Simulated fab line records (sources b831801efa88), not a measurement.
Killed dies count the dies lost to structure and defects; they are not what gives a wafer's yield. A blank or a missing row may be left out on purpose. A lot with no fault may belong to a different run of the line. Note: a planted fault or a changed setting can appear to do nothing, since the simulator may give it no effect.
fab line records | flow sky130
[record] lots = 15 | wafers = 45 | last-day = 50
route steps=708 shown VT_ADJUST_LVTN@114 POLY_CUT@316 CONTACT@421 VIA1@471
lots that met no fault: taken from a fault-free run of the same line
start-h: hours from the record's opening day to when the first of the lot's shown wafers began | wait-h: hours since the lot's step before | " identical to the entry in the row above | L1.1+2: several wafers, shown together as one row | - value missing, or start not given | * or withheld: withheld | < > ~ a bound
route shown NAME@n: names a module that has steps shown in the file, with the first one's number in the route | usual: mean/standard deviation of fault-free wafers | same: alike in all rows | chamber/n: place in a boat | sites: readings site by site | _std_site: how widely they spread, as a standard deviation | _edge_site: inner sites' mean taken away from outer sites' mean | radius-mm: for every site, how far away it sits from the centre of the wafer | mask NAME#n: copy n | behind: the most recent tool/chamber to have shaped the wafer | hold: the reason the lot was held/the length of the hold in hours/how it ended | device: the n, p or np transistor that did not switch | end of line: tests of these same wafers at the route's end | a step with no rows: only its recipe | killed: at the first sort, the dies lost to defects and structure; wafer yield is something else | map: per-die view of a wafer (x killed, . not killed, _ where there is no die)
set.NAME: setting as actually run; set.NAME@STEP: the setting as run at that earlier step | model.NAME: the simulator's own value behind a step, which no gauge read
a sample of lots followed through the steps of the route, with each step as a table and each wafer as a row
[[steps]]
[step SKY_VT_ADJUST_LVTN_DEVELOP_17]
[recipe] resist = NOVOLAK | developer = TMAH | develop-time-s = 60 | dev-temp-c = 23
[usual] chill-plate-temp-C = 23.00/0.098 | develop-time-s = 60/0
lot.wafer | tool           | chamber | start-h | wait-h | chill-plate-temp-C | develop-time-s
L918.1    | litho-track-01 | 0       | 169.54  | 0.1    | 22.98              | 60
L918.4    | "              | 0       | "       | "      | 23.03              | 60
L918.6    | "              | 0       | "       | "      | 23.12              | 60
L919.1    | litho-track-04 | 0       | 175.84  | 0.1    | 23.03              | 60
L919.3    | "              | 0       | "       | "      | 22.92              | 60
L919.5    | "              | 0       | "       | "      | 22.97              | 60
L920.3    | litho-track-04 | 0       | 180.74  | 0.1    | 23.00              | 60
L920.4    | "              | 0       | "       | "      | 23.03              | 60
L920.6    | "              | 0       | "       | "      | 23.20              | 60
L922.2    | litho-track-02 | 0       | 192.00  | 0.1    | 23.09              | 60
L922.3    | "              | 0       | "       | "      | 23.05              | 60
L922.6    | "              | 0       | "       | "      | 23.01              | 60
L923.3    | litho-track-01 | 0       | 198.34  | 0.1    | 22.97              | 60
L923.4    | "              | 0       | "       | "      | 23.02              | 60
L923.5    | "              | 0       | "       | "      | 22.90              | 60
L931.2    | litho-track-01 | -       | 246.52  | 0.1    | -                  | -
L931.5    | "              | -       | "       | "      | -                  | -
L931.6    | "              | -       | "       | "      | -                  | -
L932.1    | litho-track-01 | -       | 256.04  | 0.1    | -                  | -
L932.2    | "              | -       | "       | "      | -                  | -
L932.3    | "              | -       | "       | "      | -                  | -
L933.4    | litho-track-02 | -       | 268.20  | 0.1    | -                  | -
L933.5    | "              | -       | "       | "      | -                  | -
L933.6    | "              | -       | "       | "      | -                  | -
L934.3    | litho-track-04 | 0       | 269.24  | 0.1    | 22.89              | 60
L934.5    | "              | 0       | "       | "      | 23.14              | 60
L934.6    | "              | 0       | "       | "      | 22.90              | 60
L935.1    | litho-track-02 | 0       | 271.77  | 0.1    | 22.93              | 60
L935.2    | "              | 0       | "       | "      | 22.84              | 60
L935.3    | "              | 0       | "       | "      | 22.78              | 60
L936.1    | litho-track-04 | 0       | 278.49  | 0.1    | 22.91              | 60
L936.2    | "              | 0       | "       | "      | 22.95              | 60
L936.6    | "              | 0       | "       | "      | 22.88              | 60
L937.1    | litho-track-02 | 0       | 290.97  | 0.1    | 23.08              | 60
L937.2    | "              | 0       | "       | "      | 23.01              | 60
L937.6    | "              | 0       | "       | "      | 23.12              | 60
L938.1    | litho-track-01 | 0       | 292.74  | 0.1    | 23.08              | 60
L938.2    | "              | 0       | "       | "      | 23.03              | 60
L938.5    | "              | 0       | "       | "      | 23.04              | 60
L939.1    | litho-track-02 | 0       | 300.42  | 0.1    | 22.88              | 60
L939.2    | "              | 0       | "       | "      | 23.07              | 60
L939.5    | "              | 0       | "       | "      | 22.99              | 60
L940.3    | litho-track-02 | 0       | 309.62  | 0.1    | 23.05              | 60
L940.4    | "              | 0       | "       | "      | 23.01              | 60
L940.6    | "              | 0       | "       | "      | 23.01              | 60
[step SKY_POLY_CUT_OVL_MEAS_09]
[usual] POLY_CUT_OVL = 3/5
lot.wafer | tool       | chamber | start-h | wait-h | POLY_CUT_OVL[nm]
L918.1    | overlay-02 | -       | 564.86  | 0.1    | 1
L918.4    | "          | -       | "       | "      | 2
L918.6    | "          | -       | "       | "      | -6
L919.1    | overlay-02 | -       | 575.61  | 0.1    | 1
L919.3    | "          | -       | "       | "      | 7
L919.5    | "          | -       | "       | "      | 2
L920.3    | overlay-02 | -       | 582.45  | 0.1    | 7
L920.4    | "          | -       | "       | "      | 12
L920.6    | "          | -       | "       | "      | 9
L922.2    | overlay-01 | -       | 593.35  | 0.1    | 0
L922.3    | "          | -       | "       | "      | 1
L922.6    | "          | -       | "       | "      | -3
L923.3    | overlay-02 | -       | 604.17  | 0.1    | 3
L923.4    | "          | -       | "       | "      | 6
L923.5    | "          | -       | "       | "      | 9
L931.2    | overlay-01 | -       | 665.61  | 0.1    | 12
L931.5    | "          | -       | "       | "      | 6
L931.6    | "          | -       | "       | "      | 10
L932.1    | overlay-01 | -       | 675.01  | 0.1    | 4
L932.2    | "          | -       | "       | "      | -2
L932.3    | "          | -       | "       | "      | 1
L933.4    | overlay-01 | -       | 691.73  | 0.1    | -1
L933.5    | "          | -       | "       | "      | 4
L933.6    | "          | -       | "       | "      | 7
L934.3    | overlay-01 | -       | 695.07  | 0.1    | -2
L934.5    | "          | -       | "       | "      | 3
L934.6    | "          | -       | "       | "      | 3
L935.1    | overlay-02 | -       | 698.21  | 0.1    | 7
L935.2    | "          | -       | "       | "      | 8
L935.3    | "          | -       | "       | "      | 8
L936.1    | overlay-02 | -       | 700.71  | 0.1    | 7
L936.2    | "          | -       | "       | "      | 11
L936.6    | "          | -       | "       | "      | 5
L937.1    | overlay-02 | -       | 720.24  | 0.1    | 5
L937.2    | "          | -       | "       | "      | 2
L937.6    | "          | -       | "       | "      | -5
L938.1    | overlay-02 | -       | 722.26  | 0.1    | 3
L938.2    | "          | -       | "       | "      | -4
L938.5    | "          | -       | "       | "      | -9
L939.1    | overlay-01 | -       | 727.01  | 0.1    | 4
L939.2    | "          | -       | "       | "      | 4
L939.5    | "          | -       | "       | "      | 4
L940.3    | overlay-02 | -       | 737.37  | 0.1    | -1
L940.4    | "          | -       | "       | "      | 5
L940.6    | "          | -       | "       | "      | -2
[step SKY_CONTACT_OVL_MEAS_15]
[usual] CONTACT_OVL = -4/4.8
lot.wafer | tool       | chamber | start-h | wait-h | CONTACT_OVL[nm]
L918.1    | overlay-02 | -       | 742.06  | 0.1    | -1
L918.4    | "          | -       | "       | "      | -4
L918.6    | "          | -       | "       | "      | -10
L919.1    | overlay-01 | -       | 749.71  | 0.1    | 11
L919.3    | "          | -       | "       | "      | 8
L919.5    | "          | -       | "       | "      | 4
L920.3    | overlay-02 | -       | 757.02  | 0.1    | 7
L920.4    | "          | -       | "       | "      | 3
L920.6    | "          | -       | "       | "      | 4
L922.2    | overlay-02 | -       | 767.70  | 0.1    | -7
L922.3    | "          | -       | "       | "      | -11
L922.6    | "          | -       | "       | "      | -7
L923.3    | overlay-01 | -       | 776.65  | 0.1    | -3
L923.4    | "          | -       | "       | "      | -1
L923.5    | "          | -       | "       | "      | -4
L931.2    | overlay-02 | -       | 833.22  | 0.1    | -4
L931.5    | "          | -       | "       | "      | -9
L931.6    | "          | -       | "       | "      | -6
L932.1    | overlay-01 | -       | 841.96  | 0.1    | -1
L932.2    | "          | -       | "       | "      | -8
L932.3    | "          | -       | "       | "      | -5
L933.4    | overlay-02 | -       | 854.68  | 0.1    | 2
L933.5    | "          | -       | "       | "      | -7
L933.6    | "          | -       | "       | "      | 1
L934.3    | overlay-01 | -       | 861.32  | 0.1    | -8
L934.5    | "          | -       | "       | "      | -11
L934.6    | "          | -       | "       | "      | -10
L935.1    | overlay-02 | -       | 864.06  | 0.1    | 5
L935.2    | "          | -       | "       | "      | 1
L935.3    | "          | -       | "       | "      | -7
L936.1    | overlay-02 | -       | 865.36  | 0.1    | -4
L936.2    | "          | -       | "       | "      | -3
L936.6    | "          | -       | "       | "      | 0
L937.1    | overlay-02 | -       | 882.41  | 0.1    | -8
L937.2    | "          | -       | "       | "      | 4
L937.6    | "          | -       | "       | "      | -5
L938.1    | overlay-02 | -       | 886.76  | 0.1    | -7
L938.2    | "          | -       | "       | "      | -6
L938.5    | "          | -       | "       | "      | -5
L939.1    | overlay-01 | -       | 891.24  | 0.1    | 0
L939.2    | "          | -       | "       | "      | -2
L939.5    | "          | -       | "       | "      | -4
L940.3    | overlay-01 | -       | 899.87  | 0.1    | -1
L940.4    | "          | -       | "       | "      | -5
L940.6    | "          | -       | "       | "      | -10
[step SKY_VIA1_OVL_MEAS_13]
[usual] VIA1_OVL = -5/5.6
lot.wafer | tool       | chamber | start-h | wait-h | VIA1_OVL[nm]
L918.1    | overlay-02 | -       | 798.76  | 0.1    | -1
L918.4    | "          | -       | "       | "      | -5
L918.6    | "          | -       | "       | "      | -5
L919.1    | overlay-02 | -       | 807.31  | 0.1    | -13
L919.3    | "          | -       | "       | "      | -4
L919.5    | "          | -       | "       | "      | -5
L920.3    | overlay-01 | -       | 813.60  | 0.1    | 0
L920.4    | "          | -       | "       | "      | -1
L920.6    | "          | -       | "       | "      | -7
L922.2    | overlay-01 | -       | 824.76  | 0.1    | -10
L922.3    | "          | -       | "       | "      | -12
L922.6    | "          | -       | "       | "      | -16
L923.3    | overlay-02 | -       | 832.17  | 0.1    | -2
L923.4    | "          | -       | "       | "      | -1
L923.5    | "          | -       | "       | "      | 0
L931.2    | overlay-02 | -       | 888.47  | 0.1    | -3
L931.5    | "          | -       | "       | "      | -8
L931.6    | "          | -       | "       | "      | 0
L932.1    | overlay-02 | -       | 896.14  | 0.1    | -4
L932.2    | "          | -       | "       | "      | -5
L932.3    | "          | -       | "       | "      | -4
L933.4    | overlay-01 | -       | 908.73  | 0.1    | -11
L933.5    | "          | -       | "       | "      | -3
L933.6    | "          | -       | "       | "      | -3
L934.3    | overlay-02 | -       | 916.57  | 0.1    | -7
L934.5    | "          | -       | "       | "      | -7
L934.6    | "          | -       | "       | "      | -5
L935.1    | overlay-02 | -       | 918.61  | 0.1    | -5
L935.2    | "          | -       | "       | "      | -16
L935.3    | "          | -       | "       | "      | 6
L936.1    | overlay-02 | -       | 919.96  | 0.1    | 3
L936.2    | "          | -       | "       | "      | 3
L936.6    | "          | -       | "       | "      | 6
L937.1    | overlay-01 | -       | 936.24  | 0.1    | -11
L937.2    | "          | -       | "       | "      | -14
L937.6    | "          | -       | "       | "      | -8
L938.1    | overlay-02 | -       | 940.11  | 0.1    | -7
L938.2    | "          | -       | "       | "      | -2
L938.5    | "          | -       | "       | "      | -6
L939.1    | overlay-02 | -       | 943.59  | 0.1    | -5
L939.2    | "          | -       | "       | "      | 1
L939.5    | "          | -       | "       | "      | 1
L940.3    | overlay-01 | -       | 952.32  | 0.1    | 3
L940.4    | "          | -       | "       | "      | 0
L940.6    | "          | -       | "       | "      | -7
[[key]]
[first-sign] step = SKY_VT_ADJUST_LVTN_DEVELOP_17 | reading = tool-record | direction = missing
effect none on later readings
met-at SKY_VT_ADJUST_LVTN_DEVELOP_17
struck-lots L931,L932,L933
sort-left-out L931.2,L931.5,L931.6,L932.1,L932.2,L932.3,L933.4,L933.5,L933.6
tester-left-out L931,L932,L933
not-acting-at SKY_POLY_CUT_OVL_MEAS_09,SKY_CONTACT_OVL_MEAS_15,SKY_VIA1_OVL_MEAS_13
onset-between 198.34 246.52
[fault] kind = skipped-step-whole | tool = litho-track-01,litho-track-02 | chamber = - | onset-h = 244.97 | steps = SKY_VT_ADJUST_LVTN_DEVELOP_17 | scope = struck-lots-only
// tester-left-out: of these lots the tester's yield and bins aren't shown, on N5 and GAA mostly nor the transistor test; their killed dies are dies lost to structure and defects alone, not to doping, threshold or leakage, so they don't give the yield
// sort-left-out: the simulated sort isn't trusted on such a fault, so these wafers' sort isn't shown, and their yield isn't known
